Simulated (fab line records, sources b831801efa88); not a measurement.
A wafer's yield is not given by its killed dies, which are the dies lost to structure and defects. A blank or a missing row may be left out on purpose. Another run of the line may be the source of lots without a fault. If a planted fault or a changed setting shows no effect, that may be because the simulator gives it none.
fab line records    flow sfq_line
record lots=16  wafers=48  last_day=92
route steps=325 shown M4@161 I4@170
lots that met no fault: taken from a fault-free run of the same line
start_h: hours from the record's first day to the start of the lot's first wafer shown    wait_h: how many hours have passed since the lot's step before this one    " same as the row above    L1.1+2: a single row standing in for several wafers    - no value, or no start was given    * or withheld: withheld    < > ~ a bound
route shown NAME@n: NAME is a module with steps in the file, n the number in the route of the first one    usual: mean and standard deviation over wafers with no fault    same: alike in all rows    chamber/n: place in a boat    sites: each site's reading    _std_site: the standard deviation of these    _edge_site: mean of outer sites minus mean of inner sites    radius_mm: for every site, how far away it sits from the centre of the wafer    mask NAME#n: copy n    behind: tool/chamber where the wafer was last shaped    hold: why the lot was held/for how many hours/how that ended    device: the transistor (n, p or np) that didn't switch    end of line: the route-end tests of the same wafers    a step without rows: its recipe alone    killed: dies lost to structure and defects at the first sort, not the wafer's yield    map: the dies of a wafer, with x for killed, . for not killed, _ for no die there
set.NAME: the setting the step ran with; set.NAME@STEP: the setting that earlier step ran with    model.NAME: the simulator's own value behind a step, which no gauge read
a sample of lots followed through the steps of the route, with each step as a table and each wafer as a row
services: from which hour (start_h, from the record's first day; less than 0 if before it) a tool's chamber was out of use, for how many hours, and why
## steps
# step SFQ_TRILAYER_M4_STRIP_STRIP_097
# recipe gas=O2  power_w=200  platen_temp_c=40  overash_fraction=0.65  chemistry=O2  pressure_mtorr=50
# usual drypump_motor_current_A=5.7/0.39  oes_product_au=1.002/0.011
lot.wafer  tool          chamber  start_h  wait_h  drypump_motor_current_A  oes_product_au  rf_hours_counter_h
L364.1     rie_metal-04  1        1144.47  0.1     6.0                      1.013           6
L364.3     "             0        "        "       5.8                      1.001           -
L364.4     "             1        "        "       6.0                      1.015           -
L365.1     rie_metal-01  0        1147.06  0.2     6.1                      1.008           130
L365.4     "             0        "        "       6.1                      0.988           -
L365.5     "             0        "        "       6.1                      0.998           -
L366.1     rie_metal-02  1        1256.82  0.1     5.4                      0.995           108
L366.5     "             1        "        "       5.3                      1.000           -
L366.6     "             0        "        "       5.1                      1.004           -
L367.1     rie_metal-02  1        1259.22  0.1     5.4                      0.990           108
L367.2     "             0        "        "       5.1                      1.000           133
L367.4     "             0        "        "       5.1                      0.999           -
L368.3     rie_metal-02  0        1267.82  0.2     5.1                      0.999           -
L368.4     "             1        "        "       5.4                      0.995           -
L368.6     "             0        "        "       5.1                      0.995           -
L369.1     rie_metal-01  0        1268.88  0.1     6.1                      1.008           7
L369.2     "             1        "        "       6.0                      1.003           69
L369.4     "             1        "        "       6.0                      1.002           -
L370.1     rie_metal-01  1        1277.28  0.1     6.0                      1.007           70
L370.2     "             0        "        "       6.1                      1.002           8
L370.5     "             1        "        "       6.0                      1.001           -
L371.1     rie_metal-02  1        1288.14  0.1     5.4                      0.998           112
L371.3     "             0        "        "       5.1                      1.013           -
L371.6     "             1        "        "       5.4                      1.004           -
L372.2     rie_metal-01  1        1303.74  0.1     6.0                      0.999           73
L372.3     "             0        "        "       6.1                      0.993           -
L372.4     "             1        "        "       6.0                      0.999           -
L374.2     rie_metal-01  1        1308.54  0.1     6.0                      1.010           74
L374.4     "             0        "        "       6.1                      1.012           -
L374.5     "             1        "        "       6.0                      1.012           -
L378.1     rie_metal-04  1        1330.14  0.1     6.0                      1.011           38
L378.3     "             1        "        "       6.0                      1.020           -
L378.4     "             0        "        "       5.8                      1.015           -
L379.2     rie_metal-02  0        1334.94  0.1     5.0                      1.007           143
L379.4     "             0        "        "       5.1                      1.014           -
L379.6     "             0        "        "       5.1                      0.991           -
L380.1     rie_metal-01  1        1340.94  0.1     6.0                      1.009           77
L380.2     "             0        "        "       6.1                      1.000           15
L380.6     "             1        "        "       6.0                      1.015           -
L385.2     rie_metal-01  1        1454.89  0.1     6.0                      0.997           92
L385.4     "             1        "        "       6.0                      0.992           -
L385.6     "             0        "        "       6.1                      0.989           -
L386.1     rie_metal-02  0        1463.29  0.1     5.0                      1.006           12
L386.5     "             0        "        "       5.1                      0.996           -
L386.6     "             1        "        "       5.4                      0.990           -
L387.1     rie_metal-02  0        1468.22  0.1     5.1                      0.994           13
L387.5     "             0        "        "       5.1                      0.982           -
L387.6     "             1        "        "       5.4                      0.978           -
# step SFQ_TRILAYER_I4_VIA_LITHO_EXPOSE_104
# recipe mask_id=I4  na=0.6  source_shape=conventional  sigma_outer=0.65  target_cd_nm=700  dose_mj=21.3
# usual exposure_dose_mJ_cm2=21.300/0.019
lot.wafer  tool            chamber  start_h  wait_h  mask  exposure_dose_mJ_cm2
L364.1     krf_scanner-01  0        1287.62  -       I4#0  21.312
L364.3     "               0        "        "       I4#0  21.321
L364.4     "               0        "        "       I4#0  21.283
L365.1     krf_scanner-01  0        1288.82  -       I4#0  21.263
L365.4     "               0        "        "       I4#0  21.298
L365.5     "               0        "        "       I4#0  21.287
L366.1     krf_scanner-01  0        1393.18  -       I4#0  21.296
L366.5     "               0        "        "       I4#0  21.299
L366.6     "               0        "        "       I4#0  21.261
L367.1     krf_scanner-01  0        1396.78  -       I4#0  21.299
L367.2     "               0        "        "       I4#0  21.293
L367.4     "               0        "        "       I4#0  21.301
L368.3     krf_scanner-01  0        1405.58  -       I4#0  21.307
L368.4     "               0        "        "       I4#0  21.293
L368.6     "               0        "        "       I4#0  21.307
L369.1     krf_scanner-01  0        1406.38  -       I4#0  21.305
L369.2     "               0        "        "       I4#0  21.282
L369.4     "               0        "        "       I4#0  21.260
L370.1     krf_scanner-01  0        1411.18  -       I4#0  21.289
L370.2     "               0        "        "       I4#0  21.288
L370.5     "               0        "        "       I4#0  21.321
L371.1     krf_scanner-01  0        1415.98  -       I4#0  20.610
L371.3     "               0        "        "       I4#0  20.595
L371.6     "               0        "        "       I4#0  20.616
L372.2     krf_scanner-02  0        1430.57  -       I4#0  21.267
L372.3     "               0        "        "       I4#0  21.286
L372.4     "               0        "        "       I4#0  21.305
L374.2     krf_scanner-02  0        1436.57  -       I4#0  21.282
L374.4     "               0        "        "       I4#0  21.295
L374.5     "               0        "        "       I4#0  21.321
L378.1     krf_scanner-01  0        1465.30  -       I4#0  20.599
L378.3     "               0        "        "       I4#0  20.594
L378.4     "               0        "        "       I4#0  20.625
L379.2     krf_scanner-01  0        1467.90  -       I4#0  20.581
L379.4     "               0        "        "       I4#0  20.575
L379.6     "               0        "        "       I4#0  20.598
L380.1     krf_scanner-01  0        1474.90  -       I4#0  20.562
L380.2     "               0        "        "       I4#0  20.588
L380.6     "               0        "        "       I4#0  20.594
L385.2     krf_scanner-02  0        1580.25  -       I4#0  21.308
L385.4     "               0        "        "       I4#0  21.300
L385.6     "               0        "        "       I4#0  21.348
L386.1     krf_scanner-02  0        1583.65  -       I4#0  21.273
L386.5     "               0        "        "       I4#0  21.290
L386.6     "               0        "        "       I4#0  21.282
L387.1     krf_scanner-02  0        1587.25  -       I4#0  21.295
L387.5     "               0        "        "       I4#0  21.332
L387.6     "               0        "        "       I4#0  21.290
# step SFQ_TRILAYER_I4_VIA_BARC_OPEN_VIA_ETCH_146
# recipe mask_material=PR  chemistry=O2  target_depth_nm=125  target=BARC  source_w=500  bias_w=80  pressure_mtorr=30  time_s=41.7
# usual drypump_motor_current_A=5.9/0.47  oes_product_au=0.685/0.0045
lot.wafer  tool         chamber  start_h  wait_h  drypump_motor_current_A  oes_product_au  rf_hours_counter_h
L364.1     rie_diel-04  2        1289.16  0.0     5.6                      0.686           16
L364.3     "            0        "        "       5.0                      0.687           14
L364.4     "            3        "        "       5.8                      0.685           10
L365.1     rie_diel-02  0        1290.36  0.0     6.1                      0.690           13
L365.4     "            3        "        "       6.3                      0.687           12
L365.5     "            1        "        "       5.0                      0.683           -
L366.1     rie_diel-02  2        1394.71  0.0     6.4                      0.686           12
L366.5     "            0        "        "       6.0                      0.683           -
L366.6     "            1        "        "       5.0                      0.685           -
L367.1     rie_diel-02  2        1398.31  0.0     6.4                      0.687           12
L367.2     "            3        "        "       6.3                      0.680           13
L367.4     "            0        "        "       6.1                      0.687           14
L368.3     rie_diel-01  3        1406.74  0.0     5.6                      0.684           12
L368.4     "            2        "        "       6.0                      0.682           17
L368.6     "            1        "        "       6.3                      0.685           -
L369.1     rie_diel-02  0        1407.94  0.0     6.1                      0.682           14
L369.2     "            3        "        "       6.3                      0.692           13
L369.4     "            1        "        "       5.0                      0.682           18
L370.1     rie_diel-01  1        1412.71  0.0     6.3                      0.688           10
L370.2     "            2        "        "       6.0                      0.692           17
L370.5     "            2        "        "       6.0                      0.689           -
L371.1     rie_diel-02  0        1417.51  0.0     6.0                      0.680           15
L371.3     "            2        "        "       6.4                      0.688           13
L371.6     "            1        "        "       5.0                      0.678           -
L372.2     rie_diel-01  1        1431.91  0.0     6.3                      0.688           11
L372.3     "            3        "        "       5.6                      0.680           12
L372.4     "            0        "        "       5.6                      0.681           12
L374.2     rie_diel-01  0        1437.91  0.0     5.6                      0.685           12
L374.4     "            1        "        "       6.3                      0.679           11
L374.5     "            3        "        "       5.6                      0.680           -
L378.1     rie_diel-01  2        1466.83  0.0     6.0                      0.682           18
L378.3     "            1        "        "       6.3                      0.683           11
L378.4     "            0        "        "       5.7                      0.684           12
L379.2     rie_diel-04  1        1469.23  0.0     6.6                      0.680           6
L379.4     "            1        "        "       6.6                      0.689           -
L379.6     "            2        "        "       5.6                      0.691           -
L380.1     rie_diel-02  2        1476.43  0.0     6.4                      0.683           14
L380.2     "            0        "        "       6.0                      0.686           16
L380.6     "            1        "        "       5.0                      0.690           -
L385.2     rie_diel-01  2        1581.59  0.0     6.0                      0.683           19
L385.4     "            3        "        "       5.6                      0.679           13
L385.6     "            0        "        "       5.6                      0.693           -
L386.1     rie_diel-01  1        1585.19  0.0     6.3                      0.684           12
L386.5     "            1        "        "       6.3                      0.687           -
L386.6     "            0        "        "       5.7                      0.689           -
L387.1     rie_diel-01  3        1588.79  0.0     5.6                      0.684           13
L387.5     "            0        "        "       5.6                      0.679           -
L387.6     "            3        "        "       5.6                      0.694           -
# step SFQ_TRILAYER_I4_VIA_STRIP_STRIP_107
# recipe gas=O2  power_w=200  platen_temp_c=40  overash_fraction=0.65  chemistry=O2  pressure_mtorr=50
# usual drypump_motor_current_A=6.04/0.18  oes_product_au=1.006/0.0075
lot.wafer  tool          chamber  start_h  wait_h  drypump_motor_current_A  oes_product_au  rf_hours_counter_h
L364.1     rie_metal-04  0        1289.31  -       5.78                     1.012           38
L364.3     "             0        "        "       5.78                     1.012           -
L364.4     "             1        "        "       6.01                     1.015           -
L365.1     rie_metal-03  0        1290.51  -       5.97                     1.009           69
L365.4     "             0        "        "       5.99                     1.018           -
L365.5     "             1        "        "       6.40                     1.020           -
L366.1     rie_metal-03  0        1394.86  -       5.96                     1.004           82
L366.5     "             0        "        "       5.97                     1.006           -
L366.6     "             1        "        "       6.40                     1.010           -
L367.1     rie_metal-04  1        1398.46  -       6.02                     1.001           45
L367.2     "             0        "        "       5.81                     1.005           50
L367.4     "             0        "        "       5.80                     1.000           -
L368.3     rie_metal-03  0        1407.10  -       5.97                     1.007           -
L368.4     "             1        "        "       6.37                     1.014           -
L368.6     "             1        "        "       6.33                     1.017           -
L369.1     rie_metal-04  0        1408.10  -       5.80                     1.016           52
L369.2     "             1        "        "       6.01                     0.998           47
L369.4     "             0        "        "       5.77                     1.005           -
L370.1     rie_metal-04  1        1412.86  -       6.00                     1.005           48
L370.2     "             0        "        "       5.78                     1.015           53
L370.5     "             0        "        "       5.79                     1.010           -
L371.1     rie_metal-03  0        1417.66  -       5.98                     0.995           86
L371.3     "             0        "        "       5.97                     1.009           -
L371.6     "             0        "        "       5.98                     1.000           -
L372.2     rie_metal-01  1        1432.06  -       6.05                     0.999           89
L372.3     "             1        "        "       6.00                     0.999           -
L372.4     "             0        "        "       6.10                     1.008           -
L374.2     rie_metal-03  1        1438.06  -       6.39                     1.018           34
L374.4     "             0        "        "       5.98                     1.004           -
L374.5     "             1        "        "       6.37                     1.012           -
L378.1     rie_metal-01  0        1466.98  -       6.09                     0.995           31
L378.3     "             0        "        "       6.07                     0.996           -
L378.4     "             1        "        "       5.97                     0.999           -
L379.2     rie_metal-04  1        1469.38  -       6.02                     1.005           55
L379.4     "             1        "        "       6.01                     1.012           -
L379.6     "             1        "        "       6.01                     1.010           -
L380.1     rie_metal-01  0        1476.58  -       6.12                     1.010           32
L380.2     "             1        "        "       5.97                     1.004           94
L380.6     "             0        "        "       6.14                     1.005           -
L385.2     rie_metal-03  1        1581.74  -       6.41                     1.003           51
L385.4     "             1        "        "       6.40                     1.007           -
L385.6     "             1        "        "       6.38                     1.008           -
L386.1     rie_metal-04  0        1585.34  -       5.80                     1.003           75
L386.5     "             1        "        "       6.01                     0.996           -
L386.6     "             0        "        "       5.84                     1.004           -
L387.1     rie_metal-01  0        1588.94  -       6.11                     1.002           48
L387.5     "             0        "        "       6.14                     1.002           -
L387.6     "             1        "        "       5.96                     1.018           -
## services
tool            chamber  start_h  hours  kind
rie_metal-01    1        1136.73  17.7   repair
rie_metal-01    1        1155.53  27.8   repair
krf_scanner-01  -        1162.03  1.0    repair
rie_diel-01     3        1175.93  8.9    repair
rie_diel-01     -        1176.56  0.5    repair
krf_scanner-01  -        1184.75  0.8    pm
rie_metal-01    -        1204.07  2.8    pm
krf_scanner-01  -        1205.90  4.0    pm
krf_scanner-01  -        1212.32  1.0    pm
rie_metal-01    -        1234.22  14.6   pm
krf_scanner-01  -        1237.77  0.4    repair
krf_scanner-01  -        1263.88  1.3    pm
rie_metal-01    1        1317.25  1.6    repair
krf_scanner-01  -        1353.62  0.8    pm
krf_scanner-01  -        1367.73  5.6    repair
krf_scanner-01  -        1378.32  1.0    pm
rie_metal-01    -        1418.48  0.2    repair
krf_scanner-01  -        1423.87  0.4    repair
krf_scanner-01  -        1424.91  0.6    repair
krf_scanner-01  -        1438.78  1.3    pm
rie_metal-01    1        1492.30  3.0    repair
krf_scanner-01  -        1522.90  0.8    pm
krf_scanner-01  -        1547.38  1.0    pm
krf_scanner-01  -        1575.13  0.5    repair
## key
first_sign step=SFQ_TRILAYER_I4_VIA_LITHO_EXPOSE_104  reading=exposure_dose_mJ_cm2  direction=down  sigmas=37  usual=21.300  struck=20.595
effect none on later readings
met_at SFQ_TRILAYER_I4_VIA_LITHO_EXPOSE_104
struck_lots L371,L378,L379,L380
not_acting_at SFQ_TRILAYER_M4_STRIP_STRIP_097,SFQ_TRILAYER_I4_VIA_BARC_OPEN_VIA_ETCH_146,SFQ_TRILAYER_I4_VIA_STRIP_STRIP_107
onset_between 1411.18 1415.98
fault kind=process_parameter_drift  tool=krf_scanner-01  chamber=-  onset_h=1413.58  steps=SFQ_TRILAYER_I4_VIA_LITHO_EXPOSE_104  channel=dose_mj  offset=-0.7116  shape=step  acts_in=these_recipes_only  stated=21.3
